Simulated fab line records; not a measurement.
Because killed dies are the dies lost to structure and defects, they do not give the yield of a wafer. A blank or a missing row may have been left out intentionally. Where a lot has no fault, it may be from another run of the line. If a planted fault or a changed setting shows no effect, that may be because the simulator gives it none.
Chamber matching :: flow gf180mcu :: GF_STI_CMP_25 on cmp-01 has 4 sister chambers
The step polishes, stops on Si3N4, t overpolish 33 s, target thk 524.6 nm. 4 wafers are shown with their chamber, then 8 later ones without.

WAFERS PAIRED WITH THEIR CHAMBERS
wafer: L829.3
chamber: 1
motorCurrentA (A): 13.6

wafer: L834.1
chamber: 3
motorCurrentA (A): 12.2

wafer: L834.3
chamber: 2
motorCurrentA (A): 11.7

wafer: L844.2
chamber: 0
motorCurrentA (A): 12.4

WAFERS WITHOUT THEIR CHAMBER
wafer: L844.3
motorCurrentA (A): 11.5

wafer: L844.5
motorCurrentA (A): 12.6

wafer: L846.2
motorCurrentA (A): 12.5

wafer: L846.4
motorCurrentA (A): 12.9

wafer: L846.6
motorCurrentA (A): 12.1

wafer: L847.3
motorCurrentA (A): 12.0

wafer: L847.5
motorCurrentA (A): 11.8

wafer: L847.6
motorCurrentA (A): 11.8

EACH ONE'S CHAMBER
wafer: L844.3
from the rows above: 2
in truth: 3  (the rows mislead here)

wafer: L844.5
from the rows above: can't be placed: 0 or 3
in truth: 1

wafer: L846.2
from the rows above: can't be placed: 0 or 3
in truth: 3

wafer: L846.4
from the rows above: can't be placed: 0 or 1 or 3
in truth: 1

wafer: L846.6
from the rows above: can't be placed: 3 or 0 or 2
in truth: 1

wafer: L847.3
from the rows above: can't be placed: 3 or 2 or 0
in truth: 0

wafer: L847.5
from the rows above: can't be placed: 2 or 3
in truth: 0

wafer: L847.6
from the rows above: can't be placed: 2 or 3
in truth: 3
0 of 8 placed correctly. Cannot be placed on the basis of these rows: 7; the candidates contain the true chamber in 4. Number placed wrongly: 1.
How it was worked out, from the rows above alone: a wafer's distance from a chamber is the root of the sum, over the readings, of the square of ((its reading less the chamber's mean) divided by the reading's scatter). If the next closest chamber is less than 2 further off than the closest, the wafer can't be placed; otherwise it belongs to the closest. Each chamber's mean is taken over the wafers shown for it. The scatter: with one shown wafer a chamber, the root of the mean of the squares of how far each hidden wafer lies from its nearest shown one.
